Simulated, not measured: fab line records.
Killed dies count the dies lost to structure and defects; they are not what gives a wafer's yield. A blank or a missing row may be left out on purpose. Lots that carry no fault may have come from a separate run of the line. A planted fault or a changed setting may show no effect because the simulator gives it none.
Matching of chambers | flow sky130 | 4 sister chambers for SKY_CONTACT_CMP_04 on cmp-01
The step polishes SiO2. 18 wafers are shown with their chamber, then 9 later ones without.

== EACH WAFER AND ITS CHAMBER ==
wafer  | chamber | motorCurrentA (A) | timeToEndpointS (s) | platenRpm (rpm)
L905.1 | 3       | 10.3              | 78                  | 60.00
L905.2 | 1       | 10.8              | 84                  | 59.96
L905.5 | 3       | 10.0              | 79                  | 60.02
L909.2 | 3       | 10.3              | 81                  | 60.03
L909.4 | 0       | 13.1              | 81                  | 60.03
L909.6 | 0       | 12.8              | 77                  | 59.99
L911.2 | 2       | 10.8              | 81                  | 60.06
L911.3 | 1       | 10.9              | 81                  | 60.01
L911.4 | 3       | 10.5              | 80                  | 59.97
L914.1 | 1       | 11.7              | 80                  | 60.00
L914.2 | 0       | 12.7              | 79                  | 59.98
L914.4 | 3       | 10.3              | 79                  | 59.95
L915.1 | 0       | 13.0              | 80                  | 60.06
L915.3 | 3       | 10.1              | 81                  | 60.04
L915.5 | 1       | 11.3              | 78                  | 60.01
L921.1 | 3       | 10.7              | 86                  | 60.02
L921.2 | 2       | 10.7              | 85                  | 59.84
L921.6 | 1       | 11.6              | 80                  | 60.00

SIGNATURES (means of the wafers above)
reading         | chamber 0 | chamber 1 | chamber 2 | chamber 3 | scatter within a chamber
motorCurrentA   | 12.900    | 11.260    | 10.750    | 10.314    | 0.278
timeToEndpointS | 79.25     | 80.60     | 83.00     | 80.57     | 2.36
platenRpm       | 60.0150   | 59.9960   | 59.9500   | 60.0043   | 0.0511
Rule: for each reading, subtract the chamber's mean from the wafer's reading, divide by that reading's scatter and square the result; add these up over the readings and take the root, which gives the wafer's distance from the chamber. The wafer belongs to the nearest chamber; if the next one is less than 2 further off, it can't be placed. The scatter: the root of (the sum of the squares of (reading less its chamber's mean) over the shown wafers, divided by (wafers less chambers)).

== WAFERS WITHOUT THEIR CHAMBER ==
wafer  | motorCurrentA (A) | timeToEndpointS (s) | platenRpm (rpm)
L922.1 | 11.3              | 79                  | 59.96
L922.2 | 10.5              | 81                  | 60.05
L922.3 | 11.1              | 79                  | 60.02
L927.1 | 11.2              | 92                  | 60.04
L927.3 | 10.9              | 84                  | 60.10
L927.5 | 10.6              | 85                  | 60.07
L928.1 | 11.8              | 87                  | 59.99
L928.4 | 12.5              | 84                  | 60.04
L928.6 | 12.8              | 82                  | 60.00

== THE CHAMBER EACH PASSED THROUGH ==
wafer  | from the rows above          | in truth
L922.1 | can't be placed: 1 or 2      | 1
L922.2 | can't be placed: 3 or 2 or 1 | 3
L922.3 | can't be placed: 1 or 2 or 3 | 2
L927.1 | can't be placed: 2 or 1 or 3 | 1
L927.3 | can't be placed: 1 or 2 or 3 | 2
L927.5 | can't be placed: 3 or 2 or 1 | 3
L928.1 | can't be placed: 1 or 2 or 0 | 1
L928.4 | 0                            | 0
L928.6 | 0                            | 0
Placed correctly: 2 of 9. Not placeable from these rows: 7 (in 7, the candidates include the true chamber). 0 placed wrongly.
